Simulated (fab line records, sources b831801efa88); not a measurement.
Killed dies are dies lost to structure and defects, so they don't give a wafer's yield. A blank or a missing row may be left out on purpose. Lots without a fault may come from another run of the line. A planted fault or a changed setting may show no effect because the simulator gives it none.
Which tool did it? | flow sky130 | 13 lots, 39 wafers sampled, at 4 steps of a route of 708

WHAT THE GAUGES READ, wafer by wafer
SKY_VIA4_BOW_MEAS_03.
lot  | measured     | on            | VIA4_BOW (um)
L209 | day 42 17:04 | film_metro-03 | 78 79 88
L211 | day 43 09:10 | film_metro-03 | 81 83 89
L212 | day 43 15:42 | film_metro-02 | 79 82 85
L213 | day 44 09:19 | film_metro-03 | 87 87 91
L214 | day 44 13:18 | film_metro-01 | 73 72 70
L217 | day 45 11:36 | film_metro-03 | 90 85 80
L218 | day 45 12:00 | film_metro-01 | 76 84 69
L220 | day 45 19:37 | film_metro-01 | 87 92 79
L222 | day 46 13:58 | film_metro-02 | 76 84 76
L223 | day 46 13:29 | film_metro-01 | 89 83 75
L224 | day 46 14:58 | film_metro-02 | 74 79 78
L228 | day 47 14:18 | film_metro-02 | 71 66 85
L231 | day 48 05:08 | film_metro-01 | 84 86 72

SKY_PASSIVATION_THK_MEAS_01.
lot  | measured     | on            | PASSIVATION_CVD_00_THK (nm)
L209 | day 44 19:22 | film_metro-03 | 90.3 90.0 91.3
L211 | day 45 10:46 | film_metro-02 | 92.0 90.4 93.0
L212 | day 45 16:32 | film_metro-03 | 89.2 89.7 90.2
L213 | day 46 07:20 | film_metro-04 | 88.6 88.8 90.3
L214 | day 46 11:59 | film_metro-03 | 90.3 92.4 90.2
L217 | day 47 09:20 | film_metro-04 | 89.5 88.7 90.3
L218 | day 47 09:56 | film_metro-04 | 89.4 89.3 89.8
L220 | day 47 17:01 | film_metro-03 | 90.2 89.9 90.5
L222 | day 48 09:26 | film_metro-04 | 89.4 90.9 91.0
L223 | day 48 08:44 | film_metro-03 | 89.4 92.3 90.8
L224 | day 48 10:00 | film_metro-02 | 90.0 89.4 90.7
L228 | day 49 08:16 | film_metro-03 | 90.0 90.1 91.3
L231 | day 49 21:22 | film_metro-02 | 89.2 89.5 89.7

SKY_PAD_OPEN_BOW_MEAS_13.
lot  | measured     | on            | PAD_OPEN_BOW (um)
L209 | day 46 17:56 | film_metro-02 | 39 41 50
L211 | day 47 08:08 | film_metro-04 | 45 47 53
L212 | day 47 13:04 | film_metro-02 | 54 58 60
L213 | day 48 02:16 | film_metro-01 | 53 52 56
L214 | day 48 06:53 | film_metro-01 | 38 35 34
L217 | day 49 02:59 | film_metro-04 | 56 49 44
L218 | day 49 03:59 | film_metro-01 | 45 52 40
L220 | day 49 10:44 | film_metro-01 | 53 58 43
L222 | day 50 02:26 | film_metro-01 | 43 53 43
L223 | day 50 00:33 | film_metro-01 | 51 45 38
L224 | day 50 02:28 | film_metro-02 | 48 52 49
L228 | day 50 20:17 | film_metro-01 | 41 33 54
L231 | day 51 08:36 | film_metro-01 | 52 55 40

WHICH TOOL RAN EACH LOT (tool, then ch and the chambers of the sampled wafers, then the start)
lot  | SKY_LDD_N_STRIP_16
L209 | plasma_asher-03 ch 0,1, day 18 15:49
L211 | plasma_asher-03 ch 0,1, day 19 07:10
L212 | plasma_asher-03 ch 0,1, day 19 15:46
L213 | plasma_asher-01 ch 0,1, day 20 11:11
L214 | plasma_asher-02 ch 0,1, day 20 18:59
L217 | plasma_asher-03 ch 0,1, day 21 13:59
L218 | plasma_asher-03 ch 0,1, day 21 21:32
L220 | plasma_asher-03 ch 0,1, day 22 12:40
L222 | plasma_asher-01 ch 0,1, day 23 05:38
L223 | plasma_asher-02 ch 0,1, day 23 05:40
L224 | plasma_asher-02 ch 0,1, day 23 12:43
L228 | plasma_asher-02 ch 0,1, day 24 22:02
L231 | plasma_asher-02 ch 0,1, day 25 12:26
- SKY_LDD_N_STRIP_16: strips in O2/N2.

WHAT THE TOOLS THEMSELVES READ (means of the sampled wafers that have a number; where no wafer has one, the mark that the record gives instead)
SKY_LDD_N_STRIP_16.
lot  | tool            | drypump_motor_current_A (A) | n2_flow_sccm (sccm) | oes_product_au (a.u.) | strip_time_to_endpoint_s (s)
L209 | plasma_asher-03 | 5.30                        | 300.8               | 0.404                 | 4.299
L211 | plasma_asher-03 | 5.28                        | 300.4               | 0.409                 | 4.328
L212 | plasma_asher-03 | 5.30                        | 300.5               | 0.407                 | 4.333
L213 | plasma_asher-01 | 5.24                        | 300.4               | 0.403                 | 4.292
L214 | plasma_asher-02 | 5.85                        | 299.4               | 0.407                 | 4.319
L217 | plasma_asher-03 | 5.28                        | 298.9               | 0.406                 | 4.316
L218 | plasma_asher-03 | 5.31                        | 299.2               | 0.410                 | 4.316
L220 | plasma_asher-03 | 5.27                        | 299.3               | 0.408                 | 4.317
L222 | plasma_asher-01 | 5.17                        | 300.4               | 0.410                 | 4.323
L223 | plasma_asher-02 | 5.84                        | 299.6               | 0.409                 | 4.327
L224 | plasma_asher-02 | 5.76                        | 300.7               | 0.407                 | 4.305
L228 | plasma_asher-02 | 5.78                        | 299.7               | 0.407                 | 4.323
L231 | plasma_asher-02 | 5.84                        | 300.2               | 0.405                 | 4.302

THE ANSWER, worked out from the rows above alone
Rule: what is usual is taken from the lots themselves. Put in order of their means at a reading, lots are off if they are a third of the lots or fewer, leave a main group of 4 or more, and stand apart from it by a gap of 3 or more times the standard deviation of the main group's means; of several such gaps the widest counts. A main group whose means are all the same, to the digits that the tables above print for the reading, isn't used. A lot without any number at a reading at which 4 lots or more have one is off too. The other lots that the step has rows for count as sound. The gauges are gone through in route order, then the tools' own readings, and for those a lot's mean is taken as printed above. The first step at which some lot is off is used, and at that step the reading that is off furthest; a lot without a number counts as furthest.
No lot is off at any reading shown: from this, nothing can be told.

WHAT THE SIMULATOR HAD PUT IN
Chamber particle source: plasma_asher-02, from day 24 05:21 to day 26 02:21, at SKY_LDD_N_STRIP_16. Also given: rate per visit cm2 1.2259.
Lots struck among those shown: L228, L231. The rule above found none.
